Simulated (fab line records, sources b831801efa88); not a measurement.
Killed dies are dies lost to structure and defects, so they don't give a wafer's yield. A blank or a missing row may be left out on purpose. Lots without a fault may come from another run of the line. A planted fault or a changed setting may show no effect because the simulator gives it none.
Which tool did it? | flow sky130 | 10 lots, 30 wafers sampled, at 3 steps of a route of 708

WHAT THE GAUGES READ, wafer by wafer
SKY_VIA3_THK_MEAS_23: measures by xrf.
lot  | measured     | on            | VIA3_W_THK (nm)
L880 | day 39 19:40 | film_metro-02 | 384 384 391
L881 | day 40 18:05 | film_metro-02 | 381 375 377
L884 | day 40 23:30 | film_metro-02 | 388 387 375
L887 | day 42 03:45 | film_metro-01 | 383 382 383
L892 | day 43 07:40 | film_metro-03 | 378 396 392
L897 | day 44 15:45 | film_metro-03 | 403 405 391
L898 | day 44 21:54 | film_metro-02 | 385 391 410
L901 | day 45 13:26 | film_metro-02 | 384 383 400
L902 | day 45 15:46 | film_metro-03 | 376 377 380
L903 | day 46 00:41 | film_metro-03 | 394 393 393

WHICH TOOL RAN EACH LOT (tool, then ch and the chambers of the sampled wafers, then the start)
lot  | SKY_VIA3_ETCH_14                   | SKY_VIA3_CVD_21
L880 | rie_diel-04 ch 0,2,3, day 39 18:40 | cvd_w-01 ch 0, day 39 19:25
L881 | rie_diel-01 ch 0,1,2, day 40 17:04 | cvd_w-01 ch 0,1, day 40 17:52
L884 | rie_diel-01 ch 0,1,2, day 40 22:23 | cvd_w-01 ch 0,1, day 40 23:15
L887 | rie_diel-04 ch 0,2,3, day 42 02:44 | cvd_w-01 ch 0,1, day 42 03:30
L892 | rie_diel-04 ch 1,2, day 43 06:38   | cvd_w-02 ch 0,1, day 43 07:24
L897 | rie_diel-01 ch 0,2,3, day 44 14:43 | cvd_w-02 ch 0,1, day 44 15:30
L898 | rie_diel-01 ch 0,3, day 44 20:53   | cvd_w-02 ch 0,1, day 44 21:40
L901 | rie_diel-01 ch 0,1, day 45 12:26   | cvd_w-02 ch 0,1, day 45 13:12
L902 | rie_diel-04 ch 0,3, day 45 14:44   | cvd_w-01 ch 0,1, day 45 15:32
L903 | rie_diel-03 ch 2,3, day 45 23:05   | cvd_w-02 ch 0, day 46 00:26
- SKY_VIA3_ETCH_14: etches BARC in N2/H2, stops on SiO2, time 45.9 s, target depth 60 nm.
- SKY_VIA3_CVD_21: deposits W, target thk 390 nm, time 117.31 s.

WHAT THE TOOLS THEMSELVES READ (means of the sampled wafers that have a number; where no wafer has one, the mark that the record gives instead)
SKY_VIA3_ETCH_14.
lot  | tool        | drypump_motor_current_A (A) | oes_product_au (a.u.) | run_length_s (s) | throttle_valve_pct (%)
L880 | rie_diel-04 | 5.6                         | 0.849                 | 74.2             | 13.215
L881 | rie_diel-01 | 5.9                         | 0.852                 | 74.0             | 13.235
L884 | rie_diel-01 | 5.9                         | 0.860                 | 74.1             | 13.227
L887 | rie_diel-04 | 5.6                         | 0.854                 | 74.4             | 13.217
L892 | rie_diel-04 | 5.3                         | 0.862                 | 74.3             | 13.238
L897 | rie_diel-01 | 5.9                         | 0.851                 | 74.7             | 13.211
L898 | rie_diel-01 | 6.1                         | 0.859                 | 74.4             | 13.222
L901 | rie_diel-01 | 6.1                         | 0.856                 | 73.8             | 13.226
L902 | rie_diel-04 | 5.6                         | 0.856                 | 74.6             | 13.233
L903 | rie_diel-03 | 5.8                         | 0.858                 | 74.2             | 13.228

SKY_VIA3_CVD_21.
lot  | tool     | chamber_pressure_Torr (Torr) | heater_power_w (W)
L880 | cvd_w-01 | 39.90                        | 753
L881 | cvd_w-01 | 40.00                        | 700
L884 | cvd_w-01 | 39.99                        | 740
L887 | cvd_w-01 | 40.13                        | 725
L892 | cvd_w-02 | 39.92                        | 975
L897 | cvd_w-02 | 40.09                        | 965
L898 | cvd_w-02 | 40.02                        | 886
L901 | cvd_w-02 | 39.95                        | 886
L902 | cvd_w-01 | 39.96                        | 705
L903 | cvd_w-02 | 39.90                        | 1054

THE ANSWER, worked out from the rows above alone
Rule: what is usual is taken from the lots themselves. Put in order of their means at a reading, lots are off if they are a third of the lots or fewer, leave a main group of 4 or more, and stand apart from it by a gap of 3 or more times the standard deviation of the main group's means; of several such gaps the widest counts. A main group whose means are all the same, to the digits that the tables above print for the reading, isn't used. A lot without any number at a reading at which 4 lots or more have one is off too. The other lots that the step has rows for count as sound. The gauges are gone through in route order, then the tools' own readings, and for those a lot's mean is taken as printed above. The first step at which some lot is off is used, and at that step the reading that is off furthest; a lot without a number counts as furthest.
No lot is off at any reading shown: from this, nothing can be told.

WHAT THE SIMULATOR HAD PUT IN
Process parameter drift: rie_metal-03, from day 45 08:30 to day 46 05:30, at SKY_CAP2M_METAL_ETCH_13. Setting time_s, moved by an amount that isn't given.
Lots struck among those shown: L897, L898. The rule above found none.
